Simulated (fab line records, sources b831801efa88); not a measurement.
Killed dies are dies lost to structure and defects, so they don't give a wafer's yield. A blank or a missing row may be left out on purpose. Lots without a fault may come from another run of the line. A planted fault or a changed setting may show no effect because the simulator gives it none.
Which tool did it? | flow sky130 | 24 lots, 72 wafers sampled, at 4 steps of a route of 708

WHAT THE GAUGES READ, wafer by wafer
SKY_LI_CONTACT_OVL_MEAS_13. Usual: LI_CONTACT_OVL 4 nm, standard deviation 5.9.
lot  | measured     | on         | LI_CONTACT_OVL (nm) | flag
L074 | day 28 19:21 | overlay-02 | 15 1 9              |
L075 | day 29 14:18 | overlay-02 | 5 8 6               |
L076 | day 29 16:54 | overlay-01 | -3 13 3             |
L077 | day 30 06:43 | overlay-02 | 7 -4 6              |
L078 | day 31 14:43 | overlay-02 | 2 11 8              |
L079 | day 31 15:58 | overlay-01 | 1 6 4               |
L080 | day 31 16:05 | overlay-02 | 3 -1 7              |
L081 | day 31 16:45 | overlay-01 | 6 8 15              |
L082 | day 31 22:51 | overlay-02 | 10 7 2              |
L083 | day 32 08:21 | overlay-01 | 4 7 6               |
L084 | day 32 21:27 | overlay-02 | 6 4 1               |
L086 | day 33 03:39 | overlay-01 | 10 11 6             |
L085 | day 33 08:39 | overlay-02 | 0 10 7              |
L087 | day 33 17:32 | overlay-02 | 0 4 6               |
L088 | day 33 17:53 | overlay-01 | 13 8 2              |
L089 | day 34 14:40 | overlay-01 | 0 -11 3             |
L090 | day 34 22:21 | overlay-02 | 12 -3 7             |
L091 | day 35 04:17 | overlay-02 | 0 -8 -8             |
L092 | day 35 09:51 | overlay-01 | -4 -6 4             |
L093 | day 35 10:48 | overlay-02 | 9 2 -1              |
L094 | day 35 17:33 | overlay-02 | 5 12 5              |
L095 | day 36 00:51 | overlay-02 | 14 10 -1            |
L097 | day 37 03:30 | overlay-02 | 0 -1 0              |
L096 | day 38 08:53 | overlay-01 | 7 -6 0              |

SKY_CONTACT_THK_MEAS_01. Usual: CONTACT_CVD_00_THK 75.0 nm, standard deviation 0.85.
lot  | measured     | on            | CONTACT_CVD_00_THK (nm) | flag
L074 | day 30 02:02 | film_metro-02 | 75.1 74.0 75.1          |
L075 | day 30 21:00 | film_metro-02 | 76.3 75.7 76.0          |
L076 | day 30 23:44 | film_metro-04 | 74.5 74.7 74.9          |
L077 | day 31 13:16 | film_metro-02 | 75.7 76.1 76.0          |
L078 | day 32 20:28 | film_metro-04 | 75.1 75.1 75.2          |
L079 | day 32 21:04 | film_metro-04 | 76.2 75.4 75.6          |
L080 | day 32 21:23 | film_metro-04 | 74.3 75.0 75.2          |
L081 | day 32 22:28 | film_metro-02 | 73.7 74.9 74.3          |
L082 | day 33 04:14 | film_metro-04 | 73.4 75.3 75.4          |
L083 | day 33 13:14 | film_metro-02 | 74.3 75.0 75.8          |
L084 | day 34 01:44 | film_metro-03 | 75.3 77.2 76.9          |
L086 | day 34 09:48 | film_metro-03 | 73.9 73.7 75.5          |
L085 | day 34 13:59 | film_metro-03 | 74.8 74.9 75.5          |
L087 | day 34 22:41 | film_metro-02 | 73.7 74.4 74.2          |
L088 | day 34 23:22 | film_metro-03 | 75.0 73.8 76.0          |
L089 | day 35 19:10 | film_metro-02 | 74.0 75.2 74.5          |
L090 | day 36 02:37 | film_metro-03 | 74.9 74.1 76.8          |
L091 | day 36 08:01 | film_metro-03 | 75.1 74.2 75.6          |
L092 | day 36 13:47 | film_metro-03 | 74.7 75.7 75.1          |
L093 | day 36 14:20 | film_metro-04 | 74.7 75.4 75.4          |
L094 | day 36 21:42 | film_metro-03 | 74.9 73.5 74.1          |
L095 | day 37 04:25 | film_metro-03 | 73.6 74.3 74.8          |
L097 | day 38 07:53 | film_metro-02 | 75.2 76.2 75.8          |
L096 | day 39 12:02 | film_metro-02 | 74.2 74.0 75.2          |

SKY_VIA1_THK_MEAS_23: measures by xrf. Usual: VIA1_W_THK 271 nm, standard deviation 3.7.
lot  | measured     | on            | VIA1_W_THK (nm) | flag
L074 | day 33 17:18 | film_metro-02 | 268 266 269     |
L075 | day 34 11:41 | film_metro-04 | 270 270 267     |
L076 | day 34 12:19 | film_metro-02 | 278 272 275     |
L077 | day 35 02:29 | film_metro-02 | 272 274 273     |
L078 | day 36 08:11 | film_metro-01 | 273 268 271     |
L079 | day 36 08:22 | film_metro-02 | 275 272 271     |
L080 | day 36 09:07 | film_metro-04 | 265 268 266     |
L081 | day 36 11:04 | film_metro-04 | 267 266 269     |
L082 | day 36 15:54 | film_metro-01 | 276 277 276     |
L083 | day 37 00:31 | film_metro-01 | 273 273 271     |
L084 | day 37 12:52 | film_metro-02 | 275 271 267     |
L086 | day 37 21:58 | film_metro-02 | 270 269 267     |
L085 | day 38 00:54 | film_metro-01 | 272 279 276     |
L087 | day 38 09:32 | film_metro-04 | 270 268 271     |
L088 | day 38 11:07 | film_metro-01 | 270 273 274     |
L089 | day 39 05:25 | film_metro-04 | 268 264 269     |
L090 | day 39 13:02 | film_metro-01 | 267 270 268     |
L091 | day 39 16:53 | film_metro-04 | 269 272 267     |
L092 | day 39 21:01 | film_metro-01 | 272 273 273     |
L093 | day 39 23:22 | film_metro-02 | 276 273 275     |
L094 | day 40 07:48 | film_metro-04 | 269 265 267     |
L095 | day 40 14:03 | film_metro-04 | 269 268 269     |
L097 | day 41 14:48 | film_metro-01 | 274 275 275     |
L096 | day 42 17:05 | film_metro-02 | 271 269 272     |

WHICH TOOL RAN EACH LOT (tool, then ch and the chambers of the sampled wafers, then the start)
lot  | SKY_CONTACT_CMP_04
L074 | cmp-01 ch 1,2,3, day 30 02:16
L075 | cmp-01 ch 0,3, day 30 21:13
L076 | cmp-01 ch 1,2,3, day 30 23:58
L077 | cmp-02 ch 0,1,3, day 31 13:34
L078 | cmp-01 ch 0,1,3, day 32 20:44
L079 | cmp-02 ch 0,3, day 32 21:13
L080 | cmp-01 ch 0,1,2, day 32 21:40
L081 | cmp-01 ch 0,1, day 32 22:38
L082 | cmp-01 ch 1,2,3, day 33 04:31
L083 | cmp-02 ch 1,3, day 33 13:28
L084 | cmp-01 ch 2,3, day 34 01:56
L086 | cmp-02 ch 0,1,3, day 34 10:05
L085 | cmp-01 ch 1,2,3, day 34 14:10
L087 | cmp-02 ch 1,2,3, day 34 22:57
L088 | cmp-02 ch 0,3, day 34 23:35
L089 | cmp-02 ch 1,2, day 35 19:21
L090 | cmp-02 ch 1,2,3, day 36 02:51
L091 | cmp-02 ch 0,1,3, day 36 08:18
L092 | cmp-02 ch 1,2, day 36 14:01
L093 | cmp-01 ch 0,2, day 36 14:34
L094 | cmp-02 ch 0,2,3, day 36 21:53
L095 | cmp-02 ch 0,1,2, day 37 04:45
L097 | cmp-01 ch 0,3, day 38 08:05
L096 | cmp-01 ch 1,2,3, day 39 12:13
- SKY_CONTACT_CMP_04: polishes SiO2.

WHAT THE TOOLS THEMSELVES READ (means of the sampled wafers that have a number; where no wafer has one, the mark that the record gives instead)
SKY_CONTACT_CMP_04. Usual: head_pressure_psi 4.000 psi, standard deviation 0.0083; motor_current_A 13.0 A, standard deviation 1.1; time_to_endpoint_s 82 s, standard deviation 3.7.
lot  | tool   | head_pressure_psi (psi) | motor_current_A (A) | time_to_endpoint_s (s) | flag
L074 | cmp-01 | 3.998                   | 12.9                | 80                     |
L075 | cmp-01 | 3.997                   | 14.7                | 82                     |
L076 | cmp-01 | 4.001                   | 13.3                | 82                     |
L077 | cmp-02 | 3.995                   | 12.5                | 79                     |
L078 | cmp-01 | 4.003                   | 13.6                | 78                     |
L079 | cmp-02 | 4.010                   | 13.4                | 88                     |
L080 | cmp-01 | 3.994                   | 13.8                | 80                     |
L081 | cmp-01 | 4.001                   | 14.4                | 78                     |
L082 | cmp-01 | 4.005                   | 12.8                | 79                     |
L083 | cmp-02 | 3.998                   | 12.8                | 84                     |
L084 | cmp-01 | 4.004                   | 12.9                | 81                     |
L086 | cmp-02 | 3.997                   | 12.4                | 85                     |
L085 | cmp-01 | 4.006                   | 12.8                | 80                     |
L087 | cmp-02 | 3.999                   | 12.4                | 81                     |
L088 | cmp-02 | 3.993                   | 13.4                | 80                     |
L089 | cmp-02 | 4.000                   | 11.6                | 81                     |
L090 | cmp-02 | 4.002                   | 12.1                | 86                     |
L091 | cmp-02 | 3.998                   | 12.5                | 80                     |
L092 | cmp-02 | 4.001                   | 11.9                | 80                     |
L093 | cmp-01 | 4.000                   | 13.7                | 79                     |
L094 | cmp-02 | 4.002                   | 12.9                | 86                     |
L095 | cmp-02 | 3.996                   | 12.4                | 87                     |
L097 | cmp-01 | 4.001                   | 14.0                | 88                     |
L096 | cmp-01 | 3.997                   | 13.0                | 83                     |

THE ANSWER, worked out from the rows above alone
Rule: a lot is off if the mean of its wafers that have a number lies more than 3 standard deviations from the usual mean. A lot without any number at a reading at which 4 lots or more have one is off too. The other lots that the step has rows for count as sound. The gauges are gone through in route order, then the tools' own readings, and for those a lot's mean is taken as printed above. The first step at which some lot is off is used, and at that step the reading that is off furthest; a lot without a number counts as furthest.
No lot is off at any reading shown: from this, nothing can be told.

WHAT THE SIMULATOR HAD PUT IN
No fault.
